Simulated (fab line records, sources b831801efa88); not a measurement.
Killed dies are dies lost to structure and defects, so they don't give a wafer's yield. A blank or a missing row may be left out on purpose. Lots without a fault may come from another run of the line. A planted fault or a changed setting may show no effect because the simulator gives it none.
One fault seen from 2 desks | flow gf180mcu | each desk has only its own numbers; what lay behind them comes last

THE TOOL OWNER'S DESK: rie_si-01
The tool's own readings at GF_POLY_GATE_ETCH_13 (etches poly-Si in HBr/Cl2, stops on SiO2, target depth 198.5 nm, time 69.6 s): means of the sampled wafers that have a number, for each lot that ran on this tool. A lot is out of limits, marked OUT, if its mean lies more than 4 standard deviations from the usual mean; the brackets give that distance.
Columns: A = HBr_flow_sccm at GF_POLY_GATE_ETCH_13, usual 150.0 sccm; B = drypump_motor_current_A at GF_POLY_GATE_ETCH_13, usual 5.4 A; C = oes_product_au at GF_POLY_GATE_ETCH_13, usual 0.988 a.u.; D = rf_fwd_power_W at GF_POLY_GATE_ETCH_13, usual 397.3 W; E = run_length_s at GF_POLY_GATE_ETCH_13, usual 97.8 s; F = throttle_valve_pct at GF_POLY_GATE_ETCH_13, usual 33.685 %
lot  | first seen here | A     | B   | C     | D     | E              | F
L399 | day 10 07:12    | 149.8 | 5.9 | 0.983 | 397.5 | 98.2           | 33.685
L400 | day 10 13:23    | 149.7 | 5.7 | 0.999 | 396.8 | 97.7           | 33.681
L402 | day 11 11:43    | 150.0 | 5.9 | 0.982 | 394.5 | 98.2           | 33.685
L406 | day 12 14:32    | 149.7 | 5.7 | 0.992 | 396.7 | 97.8           | 33.683
L408 | day 13 01:53    | 149.9 | 5.7 | 0.989 | 395.5 | 97.8           | 33.692
L414 | day 14 21:32    | 150.0 | 5.7 | 0.997 | 397.5 | 86.2 (-22) OUT | 33.676
This desk's finding: out of limits on L414; first on L414, day 14 21:32 (run_length_s at GF_POLY_GATE_ETCH_13). In limits: L399, L400, L402, L406, L408.

THE METROLOGY DESK
What the gauges read, lot by lot, whatever tool the lot ran on: means of the sampled wafers that have a number. A lot is out of limits, marked OUT, if its mean lies more than 4 standard deviations from the usual mean; the brackets give that distance.
Columns: A = CONTACT_OVL at GF_CONTACT_OVL_MEAS_15, usual -1 nm; B = V1_CVD_02_THK at GF_V1_THK_MEAS_03, usual 851 nm
lot  | first seen here | A  | B
L396 | day 16 06:10    | -8 | 840
L399 | day 17 09:43    | -9 | 844
L400 | day 17 16:28    | -2 | 849
L401 | day 18 03:55    | -2 | 840
L402 | day 18 20:07    | -1 | 856
L404 | day 19 12:52    | 4  | 842
L406 | day 20 05:55    | 0  | 857
L408 | day 20 17:46    | 0  | 863
L410 | day 21 13:13    | -5 | 844
L411 | day 21 20:40    | -1 | 861
L412 | day 22 04:07    | 1  | 857
L414 | day 23 00:52    | -2 | 858
This desk's finding: nothing out of limits on any of the 12 lots.

PUT TOGETHER
The tool owner's desk could have raised an alarm at day 14 21:32, on L414.
The metrology desk saw nothing out of limits.
The metrology desk has L414 on record, within its limits.
Of the lots named, all ran GF_POLY_GATE_ETCH_13 on rie_si-01.

WHAT THE SIMULATOR HAD PUT IN
Process parameter drift: rie_si-01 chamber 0, from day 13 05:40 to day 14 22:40, at GF_POLY_GATE_ETCH_13. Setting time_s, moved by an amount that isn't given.
Lots struck among those shown: L414.
Hours from the fault's start to each desk's first reading out of limits: the tool owner's desk, 40.
